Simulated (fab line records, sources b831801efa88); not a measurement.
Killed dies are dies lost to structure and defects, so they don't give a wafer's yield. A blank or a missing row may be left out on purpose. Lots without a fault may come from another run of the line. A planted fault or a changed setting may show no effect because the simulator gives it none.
fab line records | flow sky130
record lots=5 wafers=15 last_day=50
route steps=708 shown METAL4@622 VIA4@639 METAL5@661 PAD_OPEN@708
lots that met no fault: from a run of the same line without faults
start_h: hours from the record's first day to the start of the lot's first wafer shown | wait_h: hours since the lot's step before | " the same as in the row above | L1.1+2: a row that stands for several wafers | - no value, or no start given | * or withheld: withheld | < > ~ a bound
route shown NAME@n: a module of which the file shows steps, and the number in the route of the first | usual: mean/standard deviation of fault-free wafers | same: alike in all rows | chamber/n: place in a boat | sites: the reading at each site | _std_site: their standard deviation | _edge_site: outer sites' mean less inner sites' | radius_mm: how far each site lies from the wafer's centre | mask NAME#n: copy n | behind: the tool/chamber that last shaped the wafer | hold: why the lot was held/for how many hours/how that ended | device: the transistor (n, p or np) that didn't switch | end of line: the same wafers' tests at the end of the route | a step without rows: its recipe alone | killed: dies lost to structure and defects at the first sort, not the wafer's yield | map: a wafer's dies, x killed, . not, _ none there
set.NAME: the setting as run; set.NAME@STEP: as run at that earlier step | model.NAME: the simulator's own value behind a step, which no gauge read
lots at some steps of the route; a table a step, a row a wafer
services: from which hour (start_h, from the record's first day; less than 0 if before it) a tool's chamber was out of use, for how many hours, and why
## steps
# step SKY_METAL4_HMDS_06
# recipe prime_time_s=60 prime_temp_c=120
# step SKY_METAL4_COAT_07
# recipe resist=BARC temp_c=withheld time_s=withheld spin_rpm=3000 resist_thk_nm=60
# step SKY_METAL4_COAT_08
# recipe resist=KrF-thick spin_rpm=3000 resist_thk_nm=1140
# step SKY_METAL4_SOFTBAKE_09
# recipe temp_c=100 time_s=90 resist=KrF-thick
# step SKY_METAL4_EXPOSE_10
# recipe mask_id=MM4 na=0.68 source_shape=annular sigma_inner=0.4 sigma_outer=0.8 target_cd_nm=300 dose_mj=28
# step SKY_METAL4_PEB_11
# recipe peb_temp_c=withheld peb_time_s=withheld resist=KrF-thick
# step SKY_METAL4_DEVELOP_12
# recipe develop_time_s=60 resist=KrF-thick dev_temp_c=21
# step SKY_METAL4_CD_MEAS_13
# recipe target_cd_nm=300
# usual cd_nm=299.6/1.6
# columns lot.wafer tool chamber start_h wait_h cd_nm
L683.1 cd_sem-01 - 992.81 - 301.3
L683.2 " - " " 300.8
L683.3 " - " " 301.7
L684.3 cd_sem-01 - 1002.40 - 301.3
L684.4 " - " " 300.3
L684.5 " - " " 303.0
L693.2 cd_sem-02 - 1069.73 - 299.9
L693.3 " - " " 300.1
L693.6 " - " " 301.6
L696.4 cd_sem-02 - 1087.76 - 300.8
L696.5 " - " " 300.1
L696.6 " - " " 300.8
L700.1 cd_sem-02 - 1110.15 - 296.3
L700.2 " - " " 296.2
L700.3 " - " " 294.9
# step SKY_METAL4_OVL_MEAS_14
# usual METAL4_OVL=-2/5.5
# columns lot.wafer tool chamber start_h wait_h METAL4_OVL[nm]
L683.1 overlay-02 - 992.93 0.1 6
L683.2 " - " " -3
L683.3 " - " " -1
L684.3 overlay-02 - 1002.50 0.1 2
L684.4 " - " " -5
L684.5 " - " " 1
L693.2 overlay-01 - 1069.83 0.1 4
L693.3 " - " " 6
L693.6 " - " " 8
L696.4 overlay-02 - 1087.84 0.1 5
L696.5 " - " " 5
L696.6 " - " " 3
L700.1 overlay-01 - 1110.27 0.1 -1
L700.2 " - " " 5
L700.3 " - " " -4
# step SKY_METAL4_DESCUM_15
# recipe chemistry=O2 source_power_w=150 bias_power_w=0 pressure_mtorr=10 temp_c=40 time_s=8
# usual drypump_motor_current_A=5.9/0.41 oes_product_au=1.000/0.0067
# columns lot.wafer tool chamber start_h wait_h drypump_motor_current_A oes_product_au rf_hours_counter_h
L683.1 rie_metal-03 1 992.96 0.0 6.2 0.993 0
L683.2 " 0 " " 5.9 1.007 18
L683.3 " 1 " " 6.2 1.000 -
L684.3 rie_metal-03 1 1002.54 0.0 6.2 0.991 -
L684.4 " 1 " " 6.2 0.996 -
L684.5 " 1 " " 6.2 1.000 -
L693.2 rie_metal-03 0 1069.86 0.0 5.9 0.995 2
L693.3 " 0 " " 6.0 1.003 -
L693.6 " 0 " " 5.9 0.998 -
L696.4 rie_metal-04 0 1087.87 0.0 5.1 1.003 -
L696.5 " 0 " " 5.1 1.000 -
L696.6 " 1 " " 6.0 1.011 -
L700.1 rie_metal-01 0 1110.31 0.0 6.4 0.998 24
L700.2 " 1 " " 5.8 1.003 13
L700.3 " 0 " " 6.5 0.997 -
# step SKY_METAL4_ETCH_16
# recipe chemistry=N2/H2 target=BARC ion_energy_ev=200 bias_w=100 pressure_mtorr=30 n2_flow_sccm=100 h2_flow_sccm=200 icp_w=500 stop_on=SiO2 time_s=88.2 target_depth_a=600
# step SKY_METAL4_ETCH_17
# recipe target=SiO2 stop_on=TiN chemistry=C4F8/O2/Ar source_w=1500 bias_w=1200 pressure_mtorr=40 c4f8_flow_sccm=withheld O2_flow_sccm=6 Ar_flow_sccm=300 time_s=3.9 target_depth_a=150
# step SKY_METAL4_METAL_ETCH_18
# recipe target_depth_a=8450 stop_on=SiO2 over_etch_frac=0.3 time_s=183.1 chemistry=Cl2/BCl3 resist_sidewall_deg=88 pressure_mtorr=10 icp_w=900 bias_w=48.5 Cl2_flow_sccm=60 bcl3_flow_sccm=30
# usual drypump_motor_current_A=5.9/0.42 oes_product_au=0.866/0.0061 throttle_valve_pct=22.264/0.0092
# columns lot.wafer tool chamber start_h wait_h drypump_motor_current_A oes_product_au rf_hours_counter_h throttle_valve_pct
L683.1 rie_metal-04 1 993.11 0.0 6.1 0.869 8 22.260
L683.2 " 0 " " 5.1 0.868 4 22.269
L683.3 " 1 " " 6.1 0.876 - 22.271
L684.3 rie_metal-04 1 1002.86 0.1 6.0 0.865 - 22.255
L684.4 " 0 " " 5.1 0.868 - 22.270
L684.5 " 0 " " 5.1 0.866 - 22.255
L693.2 rie_metal-04 0 1070.01 0.0 5.1 0.863 9 22.283
L693.3 " 1 " " 6.0 0.857 - 22.255
L693.6 " 0 " " 5.1 0.862 - 22.251
L696.4 rie_metal-03 0 1088.19 0.2 6.0 0.867 - 22.254
L696.5 " 0 " " 5.9 0.861 - 22.268
L696.6 " 0 " " 5.9 0.874 - 22.256
L700.1 rie_metal-04 0 1110.46 0.0 5.1 0.862 12 22.258
L700.2 " 1 " " 6.1 0.873 16 22.262
L700.3 " 0 " " 5.1 0.858 - 22.264
# step SKY_METAL4_STRIP_19
# recipe chemistry=O2/N2 power_w=1400 pressure_mtorr=1500 platen_temp_c=withheld o2_flow_sccm=3000 n2_flow_sccm=300 overash_fraction=0.5
# usual drypump_motor_current_A=5.6/0.55 oes_product_au=0.502/0.0057 strip_time_to_endpoint_s=6.53/0.061
# same overash_fraction=0.5
# columns lot.wafer tool chamber start_h wait_h drypump_motor_current_A oes_product_au rf_hours_counter_h strip_time_to_endpoint_s
L683.1 plasma_asher-01 1 993.35 0.2 6.1 0.494 57 6.48
L683.2 " 0 " " 5.0 0.496 57 6.47
L683.3 " 0 " " 5.0 0.496 - 6.46
L684.3 plasma_asher-01 1 1003.01 0.1 6.1 0.508 - 6.52
L684.4 " 0 " " 4.9 0.509 - 6.55
L684.5 " 0 " " 5.0 0.505 - 6.59
L693.2 plasma_asher-04 1 1070.19 0.1 6.4 0.498 1 6.47
L693.3 " 0 " " 5.0 0.500 - 6.48
L693.6 " 1 " " 6.3 0.495 - 6.54
L696.4 plasma_asher-04 1 1088.40 0.2 6.4 0.504 - 6.51
L696.5 " 0 " " 5.0 0.506 - 6.51
L696.6 " 1 " " 6.4 0.499 - 6.41
L700.1 plasma_asher-01 0 1110.64 0.1 5.0 0.508 70 6.59
L700.2 " 1 " " 6.1 0.498 70 6.55
L700.3 " 0 " " 5.0 0.496 - 6.56
# step SKY_METAL4_STRIP_20
# recipe chemistry=post_etch_residue_remover time_s=1200 temp_c=72.5
# step SKY_METAL4_CLEAN_21
# recipe chemistry=IPA time_s=180 temp_c=25
# step SKY_METAL4_CLEAN_22
# recipe chemistry=O3/DIW dry=n2_spin
# step SKY_VIA4_HDPCVD_00
# recipe material=SiO2 target_thk_nm=1750 sigma_open_frac=0.3 time_s=291.7 temp_c=400 sih4_flow_sccm=60 pressure_mtorr=6
# step SKY_VIA4_THK_MEAS_01
# recipe reads=SiO2_of_VIA4_HDPCVD_00
# usual VIA4_HDPCVD_THK=1752/17
# columns lot.wafer tool chamber start_h wait_h VIA4_HDPCVD_THK[nm]
L683.1 film_metro-01 - 994.13 0.1 1739
L683.2 " - " " 1716
L683.3 " - " " 1721
L684.3 film_metro-01 - 1003.77 0.1 1768
L684.4 " - " " 1732
L684.5 " - " " 1754
L693.2 film_metro-01 - 1071.01 0.1 1760
L693.3 " - " " 1758
L693.6 " - " " 1756
L696.4 film_metro-03 - 1089.16 0.0 1772
L696.5 " - " " 1778
L696.6 " - " " 1793
L700.1 film_metro-01 - 1111.41 0.1 1768
L700.2 " - " " 1749
L700.3 " - " " 1732
# step SKY_VIA4_CMP_02
# recipe material=SiO2 down_force_psi=4 platen_rpm=60 pad_velocity_m_s=0.94248
# step SKY_VIA4_BOW_MEAS_03
# recipe mode=bow
# usual VIA4_BOW=79/8.4
# columns lot.wafer tool chamber start_h wait_h VIA4_BOW[um]
L683.1 film_metro-01 - 994.62 0.1 80
L683.2 " - " " 77
L683.3 " - " " 64
L684.3 film_metro-03 - 1004.15 0.2 77
L684.4 " - " " 86
L684.5 " - " " 74
L693.2 film_metro-04 - 1071.38 0.2 83
L693.3 " - " " 74
L693.6 " - " " 89
L696.4 film_metro-03 - 1089.55 0.2 67
L696.5 " - " " 78
L696.6 " - " " 73
L700.1 film_metro-04 - 1111.77 0.2 82
L700.2 " - " " 93
L700.3 " - " " 83
# step SKY_VIA4_DEHYDRATE_04
# recipe temp_c=200 time_s=60
# step SKY_VIA4_HMDS_05
# recipe prime_time_s=60 prime_temp_c=120
# step SKY_VIA4_COAT_06
# recipe resist=NOVOLAK spin_rpm=3000 resist_thk_nm=1140
# step SKY_VIA4_SOFTBAKE_07
# recipe temp_c=90 time_s=60 resist=NOVOLAK
# step SKY_VIA4_EXPOSE_08
# recipe mask_id=VIM4 na=0.6 source_shape=conventional sigma_outer=0.6 polarization=unpolarized target_cd_nm=800 dose_mj=132
# step SKY_VIA4_PEB_09
# recipe temp_c=withheld time_s=* resist=NOVOLAK
# step SKY_VIA4_DEVELOP_10
# recipe resist=NOVOLAK developer=TMAH develop_time_s=60 dev_temp_c=23
# step SKY_VIA4_OVL_MEAS_11
# usual VIA4_OVL=-0.4/1.3
# columns lot.wafer tool chamber start_h wait_h VIA4_OVL[nm]
L683.1 overlay-01 - 1018.01 0.1 -1.4
L683.2 " - " " -0.7
L683.3 " - " " -0.1
L684.3 overlay-01 - 1026.61 0.1 -0.3
L684.4 " - " " -1.0
L684.5 " - " " 0.1
L693.2 overlay-01 - 1092.31 0.1 -1.2
L693.3 " - " " -2.6
L693.6 " - " " -2.5
L696.4 overlay-02 - 1109.47 0.1 -1.5
L696.5 " - " " -0.7
L696.6 " - " " -1.5
L700.1 overlay-01 - 1131.45 0.1 -0.4
L700.2 " - " " 0.0
L700.3 " - " " -1.3
# step SKY_VIA4_ETCH_12
# recipe target=SiO2 chemistry=C4F8/O2/Ar stop_on=TiN mask_material=NOVOLAK source_w=1500 bias_w=1200 pressure_mtorr=40 c4f8_flow_sccm=withheld O2_flow_sccm=6 Ar_flow_sccm=300 time_s=withheld target_depth_a=5800
# step SKY_VIA4_STRIP_13
# recipe chemistry=O2/N2 power_w=1400 pressure_mtorr=1500 platen_temp_c=withheld o2_flow_sccm=3000 n2_flow_sccm=300 overash_fraction=0.5
# usual drypump_motor_current_A=5.6/0.53 oes_product_au=0.710/0.0041 strip_time_to_endpoint_s=12.81/0.033
# same overash_fraction=0.5
# columns lot.wafer tool chamber start_h wait_h drypump_motor_current_A oes_product_au rf_hours_counter_h strip_time_to_endpoint_s
L683.1 plasma_asher-03 0 1018.12 - 5.6 0.709 29 12.82
L683.2 " 1 " " 5.8 0.713 29 12.72
L683.3 " 1 " " 5.8 0.708 - 12.79
L684.3 plasma_asher-01 1 1026.74 - 6.1 0.713 - 12.87
L684.4 " 0 " " 5.0 0.705 - 12.81
L684.5 " 1 " " 6.1 0.713 - 12.84
L693.2 plasma_asher-01 1 1092.41 - 6.1 0.713 68 12.83
L693.3 " 1 " " 6.1 0.718 - 12.80
L693.6 " 1 " " 6.1 0.710 - 12.83
L696.4 plasma_asher-04 1 1109.60 - 6.3 0.705 - 12.72
L696.5 " 0 " " 5.0 0.706 - 12.76
L696.6 " 1 " " 6.3 0.709 - 12.70
L700.1 plasma_asher-01 1 1131.56 - 6.1 0.710 72 12.76
L700.2 " 0 " " 4.9 0.708 72 12.80
L700.3 " 1 " " 6.1 0.715 - 12.79
# step SKY_VIA4_STRIP_14
# recipe chemistry=post_etch_residue_remover time_s=1200 temp_c=72.5
# step SKY_VIA4_CLEAN_15
# recipe chemistry=IPA time_s=180 temp_c=25
# step SKY_VIA4_CLEAN_16
# recipe chemistry=O3/DIW dry=n2_spin
# step SKY_VIA4_SPUTTER_17
# recipe material=TiN target_thk_nm=20 chamber_pressure_pa=5 power_w=4000 time_s=80
# step SKY_VIA4_CVD_18
# recipe material=W target_thk_nm=505 time_s=152.14 temp_c=400 pressure_torr=40
# step SKY_VIA4_RS_MEAS_19
# recipe thk_meas_gauge=four-point-probe reads=W_of_VIA4_CVD_18+TiN_of_VIA4_SPUTTER_17
# usual VIA4_W_RS=0.2274/0.0022
# columns lot.wafer tool chamber start_h wait_h VIA4_W_RS[ohm/sq]
L683.1 film_metro-04 - 1018.92 0.1 0.2237
L683.2 " - " " 0.2277
L683.3 " - " " 0.2275
L684.3 film_metro-04 - 1027.56 0.1 0.2279
L684.4 " - " " 0.2244
L684.5 " - " " 0.2252
L693.2 film_metro-04 - 1093.59 0.1 0.2276
L693.3 " - " " 0.2258
L693.6 " - " " 0.2252
L696.4 film_metro-01 - 1110.43 0.1 0.2287
L696.5 " - " " 0.2265
L696.6 " - " " 0.2274
L700.1 film_metro-03 - 1132.47 0.1 0.2288
L700.2 " - " " 0.2266
L700.3 " - " " 0.2300
# step SKY_VIA4_THK_MEAS_20
# recipe thk_meas_gauge=xrf reads=W_of_VIA4_CVD_18
# usual VIA4_W_THK=500/6
# columns lot.wafer tool chamber start_h wait_h VIA4_W_THK[nm]
L683.1 film_metro-04 - 1019.04 0.1 510
L683.2 " - " " 505
L683.3 " - " " 503
L684.3 film_metro-04 - 1027.66 0.1 502
L684.4 " - " " 508
L684.5 " - " " 508
L693.2 film_metro-04 - 1093.70 0.1 504
L693.3 " - " " 505
L693.6 " - " " 507
L696.4 film_metro-01 - 1110.52 0.1 495
L696.5 " - " " 497
L696.6 " - " " 498
L700.1 film_metro-03 - 1132.59 0.1 500
L700.2 " - " " 503
L700.3 " - " " 498
# step SKY_VIA4_CMP_21
# recipe stop_on=SiO2 t_overpolish_s=25 down_force_psi=3.5 platen_rpm=60 target_thk_nm=0 pad_velocity_m_s=0.94248
# usual motor_current_A=10.6/1.4 overpolish_run_s=24.999/0.0095 time_to_endpoint_s=122/3.4
# columns lot.wafer tool chamber start_h wait_h motor_current_A overpolish_run_s time_to_endpoint_s
L683.2 cmp-02 3 1019.10 0.0 12.0 25.006 116
L683.1 " 1 " " 10.2 25.021 120
L683.3 " 2 " " 9.1 25.008 116
L684.3 cmp-02 1 1027.70 0.0 10.1 24.985 114
L684.4 " 0 " " 11.0 24.997 118
L684.5 " 2 " " 9.0 25.004 115
L693.3 cmp-02 3 1093.75 0.0 11.5 25.002 121
L693.2 " 0 " " 11.3 24.997 123
L693.6 " 0 " " 11.1 25.009 124
L696.4 cmp-02 2 1110.60 0.1 9.2 24.985 119
L696.6 " 1 " " 9.9 24.996 121
L696.5 " 2 " " 8.8 25.011 126
L700.1 cmp-01 0 1132.65 0.1 10.8 25.005 120
L700.3 " 2 " " 13.6 25.015 119
L700.2 " 3 " " 9.8 25.001 121
# step SKY_METAL5_SPUTTER_00
# recipe material=Ti target_thk_nm=15 power_w=3000 time_s=10 chamber_pressure_pa=0.4
# usual throttle_valve_pct=30.5/1.4
# columns lot.wafer tool chamber start_h wait_h throttle_valve_pct
L683.1 pvd_sputter-03 - 1019.40 0.1 28.6
L683.2 " - " " 30.9
L683.3 " - " " 29.9
L684.3 pvd_sputter-04 - 1028.00 0.2 28.9
L684.4 " - " " 30.5
L684.5 " - " " 29.1
L693.2 pvd_sputter-02 - 1094.05 0.2 31.8
L693.3 " - " " 33.6
L693.6 " - " " 28.6
L696.4 pvd_sputter-02 - 1110.86 0.2 33.7
L696.5 " - " " 30.4
L696.6 " - " " 31.6
L700.1 pvd_sputter-03 - 1132.95 0.2 31.1
L700.2 " - " " 30.5
L700.3 " - " " 28.7
# step SKY_METAL5_SPUTTER_01
# recipe material=TiN target_thk_nm=20 power_w=6500 time_s=16.7 chamber_pressure_pa=0.4
# step SKY_METAL5_SPUTTER_02
# recipe material=AlCu target_thk_nm=1150 power_w=10600 time_s=61.2 chamber_pressure_pa=0.4
# step SKY_PAD_OPEN_PROBE_99
# usual defect_limited_yield=82.7/1.9 killed_at_M0_to_M3=43/7.1 killed_at_M4_up=3.2/1.9 killed_at_contacts=23/5.1 killed_at_front_end=15/4.5 killed_at_other=0.4/0.65 killed_dies=85/9.4 killed_open=47/6.8 killed_short=38/6.1 sort_bin_3_pad_short=0.8/0.38 sort_bin_5_function=10.3/1.5 sort_bin_6_memory=6.2/1.1 sort_n_pass=407/9.4 sort_yield_pct=82.7/1.9
# same gross_dies=492 killed_at_back_side=0 sort_bin_4_leakage[%]=0 sort_bin_8_speed[%]=0
# columns lot.wafer tool chamber start_h wait_h hold defect_limited_yield[%] killed_at_M0_to_M3 killed_at_M4_up killed_at_contacts killed_at_front_end killed_at_other killed_dies killed_open killed_short sort_bin_3_pad_short[%] sort_bin_5_function[%] sort_bin_6_memory[%] sort_n_pass sort_yield_pct[%] model.etest.tester.sort_n_pass model.etest.tester.sort_yield_pct model.etest.tester.sort_bin_5_pct model.etest.tester.sort_bin_3_pct
L683.1 prober-01 - 1088.11 0.1 - 83.1 38 2 32 10 1 83 51 31 0.4 10.2 6.3 409 83.1 409 83.13 10.16 0.4065
L683.2 prober-01 - 1088.16 0.1 - 82.3 42 1 25 18 1 87 53 33 0.8 10.6 6.3 405 82.3 405 82.32 10.57 0.813
L683.3 prober-01 - 1088.21 0.2 - 79.9 42 2 26 28 1 99 57 42 1.2 11.0 7.9 393 79.9 393 79.88 10.98 1.22
L684.3 prober-02 - 1097.17 0.2 - 84.6 30 1 25 20 0 76 44 30 0.8 8.3 6.3 416 84.6 416 84.55 8.333 0.813
L684.4 prober-02 - 1097.22 0.2 - 85.2 34 2 31 6 0 73 40 33 0.8 8.1 5.9 419 85.2 419 85.16 8.13 0.813
L684.5 prober-02 - 1097.27 0.2 - 82.3 45 11 19 12 0 87 50 35 0.8 10.4 6.5 405 82.3 405 82.32 10.37 0.813
L693.2 prober-01 - 1156.83 0.1 - 83.5 43 3 23 12 0 81 47 32 0.6 8.9 6.9 411 83.5 411 83.54 8.943 0.6098
L693.3 prober-01 - 1156.88 0.2 - 79.9 55 4 20 19 1 99 56 43 0.8 11.4 7.9 393 79.9 393 79.88 11.38 0.813
L693.6 prober-01 - 1157.03 0.2 - 81.1 51 5 22 15 0 93 52 41 1.4 12.2 5.3 399 81.1 399 81.1 12.2 1.423
L696.4 prober-01 - 1171.62 0.2 await_dispo/1.6h/release 74.4 26 73 13 14 0 126 34 23 4.7 16.7 4.3 366 74.4 366 74.39 16.67 4.675
L696.5 prober-01 - 1171.67 0.2 await_dispo/1.6h/release 70.1 41 75 17 13 1 147 40 35 5.7 16.9 7.3 345 70.1 345 70.12 16.87 5.691
L696.6 prober-01 - 1171.72 0.2 await_dispo/1.6h/release 69.5 42 80 15 13 0 150 35 40 6.5 16.7 7.3 342 69.5 342 69.51 16.67 6.504
L700.1 prober-02 - 1188.42 0.1 - 85.4 38 5 13 16 0 72 37 35 1.0 7.3 6.3 420 85.4 420 85.37 7.317 1.016
L700.2 prober-02 - 1188.47 0.1 - 81.1 41 3 23 26 0 93 47 46 0 10.8 8.1 399 81.1 399 81.1 10.77 0
L700.3 prober-02 - 1188.52 0.2 - 80.1 55 6 24 12 1 98 64 34 1.4 13.4 5.1 394 80.1 394 80.08 13.41 1.423
# killed by level:class
L683.1 VIA1:geometric_particle:open=10 CONTACT:geometric_particle:open=10 LI_CONTACT:geometric_particle:open=9 VIA3:geometric_particle:open=9 VIA1:geometric_particle:short=6 VIA2:geometric_particle:open=6 LI_CONTACT:geometric_particle:short=4 LOCAL_INTERCONNECT:geometric_particle:short=4
L683.2 VIA1:geometric_particle:open=15 CONTACT:geometric_particle:open=13 CONTACT:geometric_particle:short=5 VIA3:geometric_particle:open=5 VIA2:geometric_particle:open=5 POLY_GATE:geometric_particle:short=4 POLY_GATE:geometric_particle:open=4 VIA1:geometric_particle:short=4
L683.3 VIA1:geometric_particle:open=14 CONTACT:geometric_particle:open=9 POLY_GATE:geometric_particle:open=8 FIELD_ISO:geometric_particle:short=7 VIA2:geometric_particle:open=7 LI_CONTACT:geometric_particle:open=7 CONTACT:geometric_particle:short=6 METAL1:geometric_particle:short=6
L684.3 LI_CONTACT:geometric_particle:open=10 CONTACT:geometric_particle:open=8 VIA1:geometric_particle:open=6 FIELD_ISO:geometric_particle:open=5 FIELD_ISO:geometric_particle:short=4 POLY_GATE:geometric_particle:short=4 VIA2:geometric_particle:open=4 CONTACT:geometric_particle:short=4
L684.4 LI_CONTACT:geometric_particle:open=8 CONTACT:geometric_particle:open=8 VIA2:geometric_particle:open=6 CONTACT:geometric_particle:short=6 METAL1:geometric_particle:short=6 VIA1:geometric_particle:open=5 LOCAL_INTERCONNECT:geometric_particle:short=5 METAL2:geometric_particle:short=5
L684.5 VIA1:geometric_particle:open=13 LI_CONTACT:geometric_particle:open=8 CONTACT:geometric_particle:open=7 METAL4:geometric_particle:short=7 METAL2:geometric_particle:short=6 VIA3:geometric_particle:open=6 FIELD_ISO:geometric_particle:open=5 VIA2:geometric_particle:open=5
L693.2 CONTACT:geometric_particle:open=11 VIA1:geometric_particle:open=9 VIA2:geometric_particle:open=6 VIA3:geometric_particle:open=6 METAL1:geometric_particle:short=5 VIA2:geometric_particle:short=4 METAL3:geometric_particle:short=4 POLY_GATE:geometric_particle:short=3
L693.3 VIA1:geometric_particle:open=17 CONTACT:geometric_particle:open=9 VIA3:geometric_particle:short=7 METAL1:geometric_particle:short=6 METAL2:geometric_particle:short=5 VIA2:geometric_particle:open=5 FIELD_ISO:geometric_particle:open=4 CONTACT:geometric_particle:short=4
L693.6 VIA1:geometric_particle:open=13 LI_CONTACT:geometric_particle:open=9 VIA3:geometric_particle:open=7 METAL1:geometric_particle:short=7 CONTACT:geometric_particle:open=6 METAL2:geometric_particle:short=6 VIA1:geometric_particle:short=5 VIA2:geometric_particle:short=5
L696.4 METAL4:unspecified=69 VIA3:geometric_particle:open=5 LI_CONTACT:geometric_particle:open=4 VIA1:geometric_particle:open=4 VIA2:geometric_particle:open=4 FIELD_ISO:geometric_particle:short=3 CONTACT:geometric_particle:short=3 CONTACT:geometric_particle:open=3
L696.5 METAL4:unspecified=71 VIA1:geometric_particle:open=8 VIA3:geometric_particle:open=7 CONTACT:geometric_particle:open=6 FIELD_ISO:geometric_particle:open=5 CONTACT:geometric_particle:short=5 METAL1:geometric_particle:short=5 VIA3:geometric_particle:short=4
L696.6 METAL4:unspecified=75 VIA3:geometric_particle:open=7 VIA1:geometric_particle:open=6 VIA2:geometric_particle:short=6 VIA1:geometric_particle:short=5 VIA2:geometric_particle:open=5 FIELD_ISO:geometric_particle:open=4 FIELD_ISO:geometric_particle:short=4
L700.1 METAL1:geometric_particle:short=8 VIA2:geometric_particle:open=8 VIA1:geometric_particle:open=7 CONTACT:geometric_particle:short=6 FIELD_ISO:geometric_particle:open=5 METAL4:geometric_particle:short=5 CONTACT:geometric_particle:open=5 METAL2:geometric_particle:short=5
L700.2 FIELD_ISO:geometric_particle:short=10 METAL1:geometric_particle:short=8 VIA2:geometric_particle:open=8 CONTACT:geometric_particle:open=8 FIELD_ISO:geometric_particle:open=7 VIA1:geometric_particle:open=7 VIA1:geometric_particle:short=7 CONTACT:geometric_particle:short=6
L700.3 VIA1:geometric_particle:open=14 VIA3:geometric_particle:open=12 LI_CONTACT:geometric_particle:open=9 CONTACT:geometric_particle:open=9 VIA2:geometric_particle:open=9 METAL2:geometric_particle:short=6 POLY_GATE:geometric_particle:short=5 METAL3:geometric_particle:short=4
# map L696.6 (x killed, . not)
__________.x....xxxx_________
________......x..xx..._______
______.x.x............x._____
_____.x....x...x.........____
____...........xx.x......x___
___............x.....x...x.__
__...........x....xxx...x..._
_...x.x.........x....xx......
_.x.x...x...........xx.......
_xx.x..........x.......xx..x.
_..........x.xx.........x..xx
_....x...xx.xxx.x.......x..x.
_.....xxxxxxxxxxx.x.x.......x
_.....xxxxxxxxxxx.....x...x..
_.....xxxxxxxxxxxx..x.......x
__x.x.xxxxxxxxxxxxx........._
___.....xxxxxxxxxx.........__
____....xxxxxxxxx.........___
_____..xxxxxxxxx.....x.x.____
______.xxx.............._____
________......x...x..._______
__________x........._________
# map L683.3 (x killed, . not)
__________...x.x...x_________
________...x.........x_______
______..x..x..x.xx....x._____
_____.x....xx.xx.......x.____
____x.....x.x...xx........___
___...x.x..x......x........__
__..x..x.xx......x.........x_
_....x..........x.....x......
_.........x......x......x....
_.x........xx.............xxx
_xxx....x....xx...xx.........
_....x.xx.......x..xx......x.
_............x..........x....
_.......x..x.....x.x........x
_.x..x..x.......x....xx.x..x.
__x....x........xx.x...x...._
___.x...x..........x..x....__
____.....x......x......xxx___
_____...x........x....x..____
______x.x........xx....._____
________.............._______
__________....x..xx._________
## services
# columns tool chamber start_h hours kind
plasma_asher-04 - 974.62 22.6 repair
pvd_sputter-04 - 983.99 1.9 repair
cmp-01 - 989.97 4.3 pm
plasma_asher-04 - 997.25 2.8 pm
pvd_sputter-02 - 1001.31 36.9 repair
rie_metal-03 0 1001.60 3.1 repair
cmp-01 - 1002.88 1.0 repair
plasma_asher-03 - 1006.01 2.8 pm
cmp-01 - 1006.92 15.1 pm
cmp-01 - 1031.39 2.3 repair
cmp-02 - 1037.34 0.2 repair
cmp-02 - 1040.11 2.4 repair
rie_metal-01 1 1040.95 5.8 repair
rie_metal-03 1 1048.03 3.3 repair
plasma_asher-04 - 1055.25 9.0 pm
pvd_sputter-04 - 1057.39 14.6 repair
pvd_sputter-03 - 1072.37 1.8 repair
rie_metal-03 0 1073.30 11.9 repair
pvd_sputter-03 - 1074.54 0.5 repair
cmp-01 - 1084.16 4.0 pm
cmp-02 - 1099.99 6.8 pm
cmp-01 - 1120.02 1.0 repair
rie_metal-04 - 1124.42 2.8 pm
rie_metal-03 1 1132.69 27.7 repair
## key
first_sign step=SKY_PAD_OPEN_PROBE_99 reading=killed_at_M4_up direction=up sigmas=38 usual=3.2 struck=76
effect step=SKY_PAD_OPEN_PROBE_99 reading=sort_bin_3_pad_short direction=up sigmas=13 usual=0.8 struck=5.6
model_effect step=SKY_PAD_OPEN_PROBE_99 value=etest.tester.sort_n_pass without=413.7 struck=351
met_at SKY_METAL4_METAL_ETCH_18
struck_wafers L696.4,L696.5,L696.6
also_fits SKY_METAL4_DESCUM_15:rie_metal-04,SKY_METAL4_STRIP_19:plasma_asher-04,SKY_VIA4_STRIP_13:plasma_asher-04,SKY_VIA4_CMP_21:cmp-02
fault kind=chamber_particle_source tool=rie_metal-03 chamber=0 onset_h=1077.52 steps=SKY_METAL4_METAL_ETCH_18 rate_per_visit_cm2=2.1579 end_h=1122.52
